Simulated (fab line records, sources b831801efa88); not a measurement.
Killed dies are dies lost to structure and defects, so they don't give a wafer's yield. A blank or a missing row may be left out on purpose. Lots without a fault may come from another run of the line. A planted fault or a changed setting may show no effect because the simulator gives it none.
A struck lot beside a sound one | flow gf180mcu | 15 steps out of a route of 602
Sound: wafers L780.1, L780.4, L780.5. Struck: wafer L786.3. (L786.1, L786.6 of the same lot were not struck and are left out.) The cause comes at the end.
At each step with rows: each side's tool, then ch and its chambers, then its first start. Under that, the readings that differ: sound wafers | struck wafers | difference of the means | sigmas: that difference in standard deviations of wafers without a fault.
alike: readings whose means differ by less than 2 such deviations, and words and numbers that are the same on both sides. not compared: withheld readings, readings that some wafer has no value for, bounds like >300 that may hide the same value, and numbers for which the record gives no deviation and whose values overlap.
The two part at a step that has a row with sigmas, a row that says differs or no value, or rows on one side only. Numbers that don't overlap but have no deviation are shown without sigmas and don't part them. A reading that every wafer of one side lacks parts them only if that side has two wafers or more.

first, 1 step without rows for these wafers: GF_POLY_GATE_CVD_00 (deposits poly-Si, target thk 200 nm, time 1200 s).
GF_POLY_GATE_THK_MEAS_01:
  sound on film_metro-02, day 11 03:55; struck on film_metro-02, day 12 19:32
  alike: POLY_GATE_CVD_00_THK
then, 8 steps without rows for these wafers: GF_POLY_GATE_DEHYDRATE_02 (time 60 s); GF_POLY_GATE_HMDS_03 (prime time 60 s); GF_POLY_GATE_COAT_04; GF_POLY_GATE_COAT_05 (resist thk 700 nm); GF_POLY_GATE_SOFTBAKE_06 (time 60 s); GF_POLY_GATE_EXPOSE_07 (exposes mask Poly2, target cd 280 nm); GF_POLY_GATE_PEB_08 (peb time 90 s); GF_POLY_GATE_DEVELOP_09 (develop time 60 s).
GF_POLY_GATE_CD_MEAS_10: target cd 280 nm.
  sound on cd_sem-02, day 11 21:45; struck on cd_sem-01, day 13 15:55
  reading    | sound             | struck | difference | sigmas
  cd_nm (nm) | 281.0 282.1 281.3 | 277.0  | -4.5       | -3
GF_POLY_GATE_OVL_MEAS_11:
  sound on overlay-02, day 11 21:52; struck on overlay-01, day 13 16:02
  alike: POLY_GATE_OVL
GF_POLY_GATE_ETCH_12: etches BARC in N2/H2.
  sound on rie_diel-02 ch 1,3, day 11 21:55; struck on rie_diel-02 ch 2, day 13 16:04
  reading    | sound           | struck | difference | sigmas
  bias_w (W) | 99.6 100.6 99.9 | 102.4  | +2.4       | +8
  alike: drypump_motor_current_A, oes_product_au, throttle_valve_pct
GF_POLY_GATE_ETCH_13: etches poly-Si in HBr/Cl2, stops on SiO2, target depth 198.5 nm, time 69.6 s.
  sound on rie_si-01 ch 0,1, day 11 21:58; struck on rie_si-01 ch 2, day 13 16:07
  reading               | sound             | struck | difference | sigmas
  oes_product_au (a.u.) | 1.002 0.996 0.986 | 0.975  | -0.020     | -3
  alike: bias_w, drypump_motor_current_A, throttle_valve_pct
  not compared: rf_hours_counter_h
then, 1 step without rows for these wafers: GF_PASSIVATION_PROBE_99.

WHERE THEY PART
First at GF_POLY_GATE_CD_MEAS_10; last, within this record, at GF_POLY_GATE_ETCH_13.

WHY: what the simulator had put in
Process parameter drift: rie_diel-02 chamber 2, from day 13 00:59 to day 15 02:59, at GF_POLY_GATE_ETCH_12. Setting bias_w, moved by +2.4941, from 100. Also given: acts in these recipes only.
